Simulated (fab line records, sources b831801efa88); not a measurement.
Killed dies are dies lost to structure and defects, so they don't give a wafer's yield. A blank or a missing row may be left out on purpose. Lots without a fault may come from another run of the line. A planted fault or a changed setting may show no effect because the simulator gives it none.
A struck lot beside a sound one | flow sfq_line | 14 steps out of a route of 325
Sound: wafers L961.2, L961.3, L961.4. Struck: wafer L963.2. (L963.1, L963.5 of the same lot were not struck and are left out.) The cause comes at the end.
At each step with rows: each side's tool, then ch and its chambers, then its first start. Under that, the readings that differ: sound wafers | struck wafers | difference of the means | sigmas: that difference in standard deviations of wafers without a fault.
alike: readings whose means differ by less than 2 such deviations, and words and numbers that are the same on both sides. not compared: withheld readings, readings that some wafer has no value for, bounds like >300 that may hide the same value, and numbers for which the record gives no deviation and whose values overlap.
The two part at a step that has a row with sigmas, a row that says differs or no value, or rows on one side only. Numbers that don't overlap but have no deviation are shown without sigmas and don't part them. A reading that every wafer of one side lacks parts them only if that side has two wafers or more.

first, 2 steps without rows for these wafers: SFQ_TRILAYER_I2_VIA_STRIP_SOLV_CLEAN_072 (cleans in NMP, time 600 s); SFQ_TRILAYER_M3_DEP_PRE_CLEAN_074 (time 22.5 s).
SFQ_TRILAYER_M3_DEP_SPUTTER_073: material Nb, target thk 200 nm, time 135.6 s.
  sound on pvd_sputter-03, day 40 10:56; struck on pvd_sputter-03, day 42 07:30
  alike: cathode_dc_power_W, throttle_valve_pct
SFQ_M3_RS_MEAS_919: measures by four-point-probe.
  sound on film_metro-01, day 40 11:03; struck on film_metro-03, day 42 07:35
  alike: M3_NB_RS
then, 6 steps without rows for these wafers: SFQ_TRILAYER_M3_LITHO_COAT_080 (resist thk 62 nm); SFQ_TRILAYER_M3_LITHO_COAT_075 (resist thk 600 nm); SFQ_TRILAYER_M3_LITHO_SOFTBAKE_079; SFQ_TRILAYER_M3_LITHO_EXPOSE_076 (exposes mask M3, target cd 500 nm); SFQ_TRILAYER_M3_LITHO_PEB_078 (peb time 60 s); SFQ_TRILAYER_M3_LITHO_DEVELOP_077 (time 60 s).
-- the record jumps here: 6 days lie between the struck wafers' starts before and after --
SFQ_M3_OVL_MEAS_921:
  sound on overlay-02, day 46 22:01; struck on overlay-02, day 48 15:42
  alike: M3_OVL
SFQ_TRILAYER_M3_BARC_OPEN_METAL_ETCH_100: etches BARC in O2, target depth 125 nm, time 41.7 s.
  sound on rie_metal-04 ch 0,1, day 46 22:02; struck on rie_metal-04 ch 1, day 48 15:44
  reading                                             | sound             | struck | difference | sigmas
  model.KrF_of_TRILAYER_M3_LITHO_COAT_075.thk_nm (nm) | 524.3 522.6 524.6 | 540.1  | +16.3      |
  alike: drypump_motor_current_A, oes_product_au
  not compared: rf_hours_counter_h
SFQ_TRILAYER_M3_ETCH_METAL_ETCH_078: etches Nb in Cl2/Ar, stops on SiO2, target depth 240 nm, time 120 s.
  sound on rie_metal-04 ch 0,1, day 46 22:06; struck on rie_metal-04 ch 1, day 48 15:49
  reading                                             | sound             | struck | difference | sigmas
  oes_product_au (a.u.)                               | 0.902 0.906 0.904 | 0.888  | -0.016     | -2
  model.KrF_of_TRILAYER_M3_LITHO_COAT_075.thk_nm (nm) | 382.2 382 383.4   | 399    | +16        |
  alike: drypump_motor_current_A
  not compared: rf_hours_counter_h
SFQ_TRILAYER_M3_STRIP_STRIP_079: strips in O2.
  sound on rie_metal-04 ch 0,1, day 46 22:14; struck on rie_metal-04 ch 1, day 48 15:59
  alike: drypump_motor_current_A, oes_product_au
  not compared: rf_hours_counter_h

WHERE THEY PART
Only at SFQ_TRILAYER_M3_ETCH_METAL_ETCH_078, within this record. Later steps at which nothing parts them and some readings are alike: SFQ_TRILAYER_M3_STRIP_STRIP_079.

WHY: what the simulator had put in
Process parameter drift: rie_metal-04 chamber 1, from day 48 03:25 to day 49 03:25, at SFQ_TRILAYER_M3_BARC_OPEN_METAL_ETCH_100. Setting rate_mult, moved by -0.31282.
